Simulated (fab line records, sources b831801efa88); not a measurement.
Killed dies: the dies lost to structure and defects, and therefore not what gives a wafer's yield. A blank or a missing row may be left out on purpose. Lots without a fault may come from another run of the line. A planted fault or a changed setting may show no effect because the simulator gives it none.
Matching of chambers | flow gf180mcu | cmp-02 running GF_V1_CMP_26: 4 sister chambers
The step polishes, stops on SiO2, t overpolish 15 s, target thk 0 nm. 8 wafers are shown with their chamber, then 7 later ones without.

== EACH WAFER AND ITS CHAMBER ==
wafer  | chamber | time-to-endpoint-s (s) | head-pressure-psi (psi)
L385.1 | 3       | 91                     | 3.500
L385.5 | 0       | 80                     | 3.503
L386.4 | 3       | 88                     | 3.489
L388.1 | 0       | 80                     | 3.509
L388.2 | 2       | 92                     | 3.501
L388.6 | 1       | 88                     | 3.506
L390.1 | 1       | 91                     | 3.502
L390.2 | 2       | 93                     | 3.496

== WAFERS MISSING THEIR CHAMBER ==
wafer  | time-to-endpoint-s (s) | head-pressure-psi (psi)
L390.4 | 81                     | 3.499
L391.1 | 91                     | 3.506
L391.3 | 96                     | 3.490
L391.5 | 91                     | 3.494
L404.2 | 82                     | 3.508
L404.3 | 98                     | 3.497
L404.5 | 83                     | 3.507

== EACH ONE'S CHAMBER ==
wafer  | from the rows above          | in truth
L390.4 | 0                            | 0
L391.1 | can't be placed: 1 or 2 or 3 | 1
L391.3 | can't be placed: 2 or 3      | 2
L391.5 | can't be placed: 3 or 2 or 1 | 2
L404.2 | 0                            | 0
L404.3 | can't be placed: 2 or 3      | 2
L404.5 | 0                            | 0
Correct placement for 3 of the 7. Cannot be placed on the basis of these rows: 4; the candidates contain the true chamber in 4. Number placed wrongly: 0.
How it was worked out, from the rows above alone: a wafer's distance from a chamber is the root of the sum, over the readings, of the square of ((its reading less the chamber's mean) divided by the reading's scatter). If the next closest chamber is less than 2 further off than the closest, the wafer can't be placed; otherwise it belongs to the closest. A chamber's mean is the mean of its shown wafers. The scatter: take each reading less its chamber's mean, square it, sum over the shown wafers, divide by the number of wafers less the number of chambers, and take the root.
